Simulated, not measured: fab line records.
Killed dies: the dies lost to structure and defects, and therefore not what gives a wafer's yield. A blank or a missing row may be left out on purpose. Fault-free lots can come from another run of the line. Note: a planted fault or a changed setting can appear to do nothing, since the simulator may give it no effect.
8D (eight disciplines) problem report, filled in by code / flow sfq_line / the parts of the form that need people (team, actions taken, sign-off) are left out

## 1. WHAT IS WRONG
spin_speed_rpm at SFQ_TRILAYER_C5_LITHO_COAT_151 reads a mean of 2741.8 rpm on 6 wafers of 2 lots; wafers without a fault read 3000.0 rpm with a standard deviation of 2.3. That is -99 or more standard deviations from the usual mean.
The step: resist thk 650 nm.
First seen on wafer L149.1, day 69 22:36, on litho_track-01. The record has a number at this step for 42 wafers belonging to 14 lots. The rule behind "out" and "out of limits": a value lying over 4 standard deviations away from the usual mean. The other wafers with a number count as sound.

## 2. WHAT THIS IS AND IS NOT
question=which readings at this step | is=spin_speed_rpm | is not=resist_line_temp_C
question=which lots | is=L149, L152 | is not=L139, L140, L141, L142, L155, L156, L157, L158, L159, L160, L161, L162
question=which wafers of those lots | is=all that have a number | is not=-
question=read on which tools | is=litho_track-01 | is not=litho_track-02, litho_track-03
question=when | is=from day 69 22:36 | is not=up to then (12 sound wafers); but 24 sound wafers of L155, L156, L157, L158, L159, L160, L161, L162 came after

## 3. SUSPECTS, AND WHAT RULES EACH OUT
Counting: a tool at any process step up to the reading remains a suspect when it ran all the lots that are out and ran no sound lot after the first of those.
- litho_track-01 at SFQ_TRILAYER_C5_LITHO_COAT_151 (resist thk 650 nm): ruled out as a lasting fault. The sound lots L157, L158, L159 went through it after L149, its earliest lot that is out (day 69 22:36).
Left after counting: nothing in the record.

## 4. THE CAUSE (what the simulator had put in)
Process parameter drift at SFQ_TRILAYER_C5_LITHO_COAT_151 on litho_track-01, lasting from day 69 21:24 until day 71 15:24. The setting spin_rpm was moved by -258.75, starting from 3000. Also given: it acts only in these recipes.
Counting ruled it out, wrongly.

## 5. SEQUENCE OF EFFECTS, ordered by route
Each row: a reading where the mean over the struck wafers with a number is more than 3 standard deviations away from the usual. Only readings whose record carries a usual standard deviation are examined. hours: median over the lots of the time between each lot's start at the first step of this table that gives one and its start at this step. sigmas: the change, counted in usual standard deviations.
hours=0; step=SFQ_TRILAYER_C5_LITHO_COAT_151; reading=spin_speed_rpm; usual=3000.0 rpm; on struck wafers=2741.8; change=-258.2; sigmas=-99 or more
Its process steps:
- SFQ_TRILAYER_C5_LITHO_COAT_151: resist thk 650 nm.

## 6. HOW IT WOULD HAVE BEEN CAUGHT EARLIER
In this record the first reading out of limits was taken at day 69 22:36, 1 hour after the fault began at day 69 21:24.
